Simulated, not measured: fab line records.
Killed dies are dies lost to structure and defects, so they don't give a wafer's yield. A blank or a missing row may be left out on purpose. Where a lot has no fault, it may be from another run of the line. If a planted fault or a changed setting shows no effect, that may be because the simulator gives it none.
Which tool was responsible? / flow gf180mcu / 42 wafers from 14 lots sampled at 4 of the route's 602 steps

WHAT THE GAUGES READ, wafer by wafer
GF_MVPSD_OVL_MEAS_07.
lot=L997; measured=day 5 00:56; on=overlay-01; MVPSD_OVL (nm)=1.3 1.4 -0.4
lot=L999; measured=day 5 13:17; on=overlay-02; MVPSD_OVL (nm)=-2.0 0.9 -1.5
lot=L101; measured=day 5 23:57; on=overlay-01; MVPSD_OVL (nm)=-0.4 -2.5 -3.0
lot=L102; measured=day 6 06:26; on=overlay-02; MVPSD_OVL (nm)=0.1 2.3 0.2
lot=L103; measured=day 6 13:17; on=overlay-02; MVPSD_OVL (nm)=3.6 2.0 0.8
lot=L104; measured=day 6 17:21; on=overlay-02; MVPSD_OVL (nm)=-0.7 -2.1 -0.7
lot=L105; measured=day 6 23:06; on=overlay-02; MVPSD_OVL (nm)=0.3 1.7 3.3
lot=L106; measured=day 7 08:26; on=overlay-01; MVPSD_OVL (nm)=1.1 1.9 2.4
lot=L107; measured=day 7 12:41; on=overlay-01; MVPSD_OVL (nm)=1.8 1.8 0.5
lot=L110; measured=day 8 05:46; on=overlay-02; MVPSD_OVL (nm)=-0.6 -0.1 -0.3
lot=L112; measured=day 8 18:39; on=overlay-01; MVPSD_OVL (nm)=2.8 1.6 1.6
lot=L114; measured=day 9 05:03; on=overlay-01; MVPSD_OVL (nm)=1.1 -0.5 -1.1
lot=L115; measured=day 9 11:17; on=overlay-02; MVPSD_OVL (nm)=-1.0 -0.3 -2.2
lot=L116; measured=day 9 18:19; on=overlay-02; MVPSD_OVL (nm)=-0.1 1.1 -1.6

GF_POLY_GATE_THK_MEAS_01.
lot=L997; measured=day 8 15:54; on=filmMetro-04; POLY_GATE_CVD_00_THK (nm)=200.9 202.4 202.8
lot=L999; measured=day 9 01:08; on=filmMetro-04; POLY_GATE_CVD_00_THK (nm)=201.6 202.3 201.8
lot=L101; measured=day 9 16:34; on=filmMetro-01; POLY_GATE_CVD_00_THK (nm)=199.1 198.0 198.7
lot=L102; measured=day 9 20:31; on=filmMetro-04; POLY_GATE_CVD_00_THK (nm)=197.6 200.3 199.6
lot=L103; measured=day 10 09:18; on=filmMetro-01; POLY_GATE_CVD_00_THK (nm)=200.6 201.1 200.2
lot=L104; measured=day 10 11:23; on=filmMetro-02; POLY_GATE_CVD_00_THK (nm)=200.7 199.4 201.8
lot=L105; measured=day 10 15:21; on=filmMetro-04; POLY_GATE_CVD_00_THK (nm)=201.4 202.5 202.1
lot=L106; measured=day 11 02:20; on=filmMetro-01; POLY_GATE_CVD_00_THK (nm)=201.7 200.3 198.6
lot=L107; measured=day 11 07:19; on=filmMetro-02; POLY_GATE_CVD_00_THK (nm)=201.1 201.4 200.8
lot=L110; measured=day 12 02:51; on=filmMetro-02; POLY_GATE_CVD_00_THK (nm)=200.8 199.1 200.6
lot=L112; measured=day 12 20:16; on=filmMetro-02; POLY_GATE_CVD_00_THK (nm)=200.5 201.1 200.4
lot=L114; measured=day 13 07:03; on=filmMetro-04; POLY_GATE_CVD_00_THK (nm)=245.5 248.4 240.0
lot=L115; measured=day 13 16:30; on=filmMetro-02; POLY_GATE_CVD_00_THK (nm)=208.2 224.5 230.2
lot=L116; measured=day 13 23:46; on=filmMetro-01; POLY_GATE_CVD_00_THK (nm)=196.0 196.8 198.3

GF_HV_LDD_TW_MEAS_50.
lot=L997; measured=day 12 15:41; on=filmMetro-03; HV_LDD_4_TW=572 570 572
lot=L999; measured=day 13 01:14; on=filmMetro-02; HV_LDD_4_TW=569 571 570
lot=L101; measured=day 13 18:53; on=filmMetro-02; HV_LDD_4_TW=569 571 570
lot=L102; measured=day 13 23:01; on=filmMetro-03; HV_LDD_4_TW=573 569 573
lot=L103; measured=day 14 15:02; on=filmMetro-04; HV_LDD_4_TW=560 562 561
lot=L104; measured=day 14 16:49; on=filmMetro-02; HV_LDD_4_TW=571 572 574
lot=L105; measured=day 14 21:22; on=filmMetro-04; HV_LDD_4_TW=556 565 562
lot=L106; measured=day 15 10:00; on=filmMetro-03; HV_LDD_4_TW=571 574 572
lot=L107; measured=day 15 16:17; on=filmMetro-03; HV_LDD_4_TW=572 575 570
lot=L110; measured=day 16 15:29; on=filmMetro-04; HV_LDD_4_TW=566 568 572
lot=L112; measured=day 17 08:35; on=filmMetro-04; HV_LDD_4_TW=572 572 572
lot=L114; measured=day 17 21:37; on=filmMetro-02; HV_LDD_4_TW=570 566 572
lot=L115; measured=day 18 07:52; on=filmMetro-02; HV_LDD_4_TW=570 570 572
lot=L116; measured=day 18 15:59; on=filmMetro-03; HV_LDD_4_TW=572 574 569

WHICH TOOL RAN EACH LOT (tool, then ch and the chambers of the sampled wafers, then the start)
lot=L997; GF_POLY_GATE_CVD_00=lpcvd-02 ch 0, day 8 14:33
lot=L999; GF_POLY_GATE_CVD_00=lpcvd-01 ch 0, day 8 23:48
lot=L101; GF_POLY_GATE_CVD_00=lpcvd-02 ch 1, day 9 15:14
lot=L102; GF_POLY_GATE_CVD_00=lpcvd-02 ch 0, day 9 19:11
lot=L103; GF_POLY_GATE_CVD_00=lpcvd-01 ch 0, day 10 07:58
lot=L104; GF_POLY_GATE_CVD_00=lpcvd-01 ch 1, day 10 10:04
lot=L105; GF_POLY_GATE_CVD_00=lpcvd-02 ch 0, day 10 14:01
lot=L106; GF_POLY_GATE_CVD_00=lpcvd-02 ch 0, day 11 01:00
lot=L107; GF_POLY_GATE_CVD_00=lpcvd-02 ch 1, day 11 05:59
lot=L110; GF_POLY_GATE_CVD_00=lpcvd-02 ch 0, day 12 01:30
lot=L112; GF_POLY_GATE_CVD_00=lpcvd-01 ch 0, day 12 18:56
lot=L114; GF_POLY_GATE_CVD_00=lpcvd-02 ch 0, day 13 05:43
lot=L115; GF_POLY_GATE_CVD_00=lpcvd-02 ch 0, day 13 15:10
lot=L116; GF_POLY_GATE_CVD_00=lpcvd-01 ch 1, day 13 22:25
- GF_POLY_GATE_CVD_00: deposits poly-Si, target thk 200 nm, time 1200 s.

AS READ BY THE TOOLS THEMSELVES (means over the sampled wafers that have a number; for cases with no such wafer, the mark the record gives instead)
GF_POLY_GATE_CVD_00.
lot=L997; tool=lpcvd-02; spikeTcBottomC (C)=642.9; spikeTcCentreC (C)=621.2; spikeTcUpperC (C)=618.7; zonePowerLowerPct (%)=10.0; zonePowerUpperPct (%)=8.5
lot=L999; tool=lpcvd-01; spikeTcBottomC (C)=642.1; spikeTcCentreC (C)=619.6; spikeTcUpperC (C)=620.5; zonePowerLowerPct (%)=9.3; zonePowerUpperPct (%)=7.3
lot=L101; tool=lpcvd-02; spikeTcBottomC (C)=645.8; spikeTcCentreC (C)=621.5; spikeTcUpperC (C)=622.2; zonePowerLowerPct (%)=9.6; zonePowerUpperPct (%)=8.1
lot=L102; tool=lpcvd-02; spikeTcBottomC (C)=643.8; spikeTcCentreC (C)=620.4; spikeTcUpperC (C)=618.2; zonePowerLowerPct (%)=10.0; zonePowerUpperPct (%)=8.5
lot=L103; tool=lpcvd-01; spikeTcBottomC (C)=641.6; spikeTcCentreC (C)=620.3; spikeTcUpperC (C)=621.1; zonePowerLowerPct (%)=9.2; zonePowerUpperPct (%)=7.2
lot=L104; tool=lpcvd-01; spikeTcBottomC (C)=644.5; spikeTcCentreC (C)=620.8; spikeTcUpperC (C)=618.7; zonePowerLowerPct (%)=10.7; zonePowerUpperPct (%)=8.1
lot=L105; tool=lpcvd-02; spikeTcBottomC (C)=643.2; spikeTcCentreC (C)=620.6; spikeTcUpperC (C)=619.3; zonePowerLowerPct (%)=10.0; zonePowerUpperPct (%)=8.5
lot=L106; tool=lpcvd-02; spikeTcBottomC (C)=642.4; spikeTcCentreC (C)=620.8; spikeTcUpperC (C)=618.7; zonePowerLowerPct (%)=9.9; zonePowerUpperPct (%)=8.6
lot=L107; tool=lpcvd-02; spikeTcBottomC (C)=645.1; spikeTcCentreC (C)=621.0; spikeTcUpperC (C)=621.5; zonePowerLowerPct (%)=9.7; zonePowerUpperPct (%)=8.2
lot=L110; tool=lpcvd-02; spikeTcBottomC (C)=642.9; spikeTcCentreC (C)=620.9; spikeTcUpperC (C)=619.1; zonePowerLowerPct (%)=10.0; zonePowerUpperPct (%)=8.6
lot=L112; tool=lpcvd-01; spikeTcBottomC (C)=641.2; spikeTcCentreC (C)=619.4; spikeTcUpperC (C)=620.5; zonePowerLowerPct (%)=9.1; zonePowerUpperPct (%)=7.3
lot=L114; tool=lpcvd-02; spikeTcBottomC (C)=643.4; spikeTcCentreC (C)=641.1; spikeTcUpperC (C)=615.2; zonePowerLowerPct (%)=7.9; zonePowerUpperPct (%)=6.8
lot=L115; tool=lpcvd-02; spikeTcBottomC (C)=642.7; spikeTcCentreC (C)=641.7; spikeTcUpperC (C)=615.3; zonePowerLowerPct (%)=8.0; zonePowerUpperPct (%)=6.8
lot=L116; tool=lpcvd-01; spikeTcBottomC (C)=644.7; spikeTcCentreC (C)=621.9; spikeTcUpperC (C)=618.7; zonePowerLowerPct (%)=10.6; zonePowerUpperPct (%)=8.1

THE ANSWER, worked out from the rows above alone
Rule: what is usual is taken from the lots themselves. The widest of any qualifying gaps counts: lots, ordered by their means at a reading, are off when they make up no more than a third of the lots, leave a main group of 4 or more, and stand apart from it by 3 or more times the standard deviation of that group's means. Not used: any main group whose means are identical at the precision the tables above print for the reading. A lot without any number at a reading at which 4 lots or more have one is off too. The other lots that the step has rows for count as sound. The gauges are gone through in route order, then the tools' own readings, and for those a lot's mean is taken as printed above. The first step at which some lot is off is used, and at that step the reading that is off furthest; a lot without a number counts as furthest.
Off: L114, L115, at GF_POLY_GATE_THK_MEAS_01 (POLY_GATE_CVD_00_THK). Main group: mean 200.3 nm, sd 1.4.
If a tool, at a process step before that reading, ran all the lots that are off and no sound lot after the first of them, it fits. Not tried: the gauges at GF_POLY_GATE_THK_MEAS_01; whatever is off there is also off at GF_POLY_GATE_CVD_00, on other tools, and gauge error can't account for it. One fits: lpcvd-02 at GF_POLY_GATE_CVD_00. Its last sound lot is L110 (day 12 01:30), its first lot that is off L114 (day 13 05:43): a fault that began between those two fits.
On the lots that are off, the tool's own readings at GF_POLY_GATE_CVD_00 differ by more than 5 times the standard deviation of the sound lots' means, which bears it out; spikeTcCentreC reads 641.4 C there versus 620.7 C on the sound lots.

WHAT THE SIMULATOR HAD PUT IN
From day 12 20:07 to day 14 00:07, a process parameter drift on lpcvd-02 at GF_POLY_GATE_CVD_00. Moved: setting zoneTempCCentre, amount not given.
Lots struck among those shown: L114, L115. The rule above found the same.
